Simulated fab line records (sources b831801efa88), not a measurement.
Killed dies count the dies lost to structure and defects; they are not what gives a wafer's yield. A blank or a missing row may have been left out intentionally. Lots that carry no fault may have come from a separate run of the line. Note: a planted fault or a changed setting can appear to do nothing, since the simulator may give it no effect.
Chamber matching :: flow gf180mcu :: GF_V5_CMP_04 on cmp-01: 4 sister chambers
The step polishes SiO2. 4 wafers are shown with their chamber, then 8 later ones without.

## WAFERS PAIRED WITH THEIR CHAMBERS
wafer: L460.1
chamber: 2
motor-current-A (A): 10.4

wafer: L463.3
chamber: 3
motor-current-A (A): 11.3

wafer: L463.6
chamber: 0
motor-current-A (A): 11.3

wafer: L466.1
chamber: 1
motor-current-A (A): 11.1

## WAFERS WITH NO CHAMBER GIVEN
wafer: L466.2
motor-current-A (A): 10.4

wafer: L466.6
motor-current-A (A): 11.3

wafer: L468.1
motor-current-A (A): 10.2

wafer: L468.4
motor-current-A (A): 11.8

wafer: L468.6
motor-current-A (A): 11.0

wafer: L476.1
motor-current-A (A): 11.9

wafer: L476.2
motor-current-A (A): 11.3

wafer: L476.5
motor-current-A (A): 11.1

## CHAMBER TAKEN BY EACH
wafer: L466.2
from the rows above: 2
in truth: 2

wafer: L466.6
from the rows above: can't be placed: 0 or 3 or 1
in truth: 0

wafer: L468.1
from the rows above: 2
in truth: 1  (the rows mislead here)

wafer: L468.4
from the rows above: can't be placed: 0 or 3 or 1
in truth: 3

wafer: L468.6
from the rows above: can't be placed: 1 or 0 or 3 or 2
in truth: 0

wafer: L476.1
from the rows above: can't be placed: 0 or 3 or 1
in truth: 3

wafer: L476.2
from the rows above: can't be placed: 0 or 3 or 1
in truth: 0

wafer: L476.5
from the rows above: can't be placed: 1 or 0 or 3
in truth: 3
Correctly placed: 1 of 8. These rows do not allow placing 6 (true chamber among the candidates in 6). 1 placed wrongly.
How it was worked out, from the rows above alone: a wafer's distance from a chamber is the root of the sum, over the readings, of the square of ((its reading less the chamber's mean) divided by the reading's scatter). If the next closest chamber is less than 2 further off than the closest, the wafer can't be placed; otherwise it belongs to the closest. For every chamber, the mean is computed from those of its wafers that are shown. The scatter: with one shown wafer a chamber, the root of the mean of the squares of how far each hidden wafer lies from its nearest shown one.
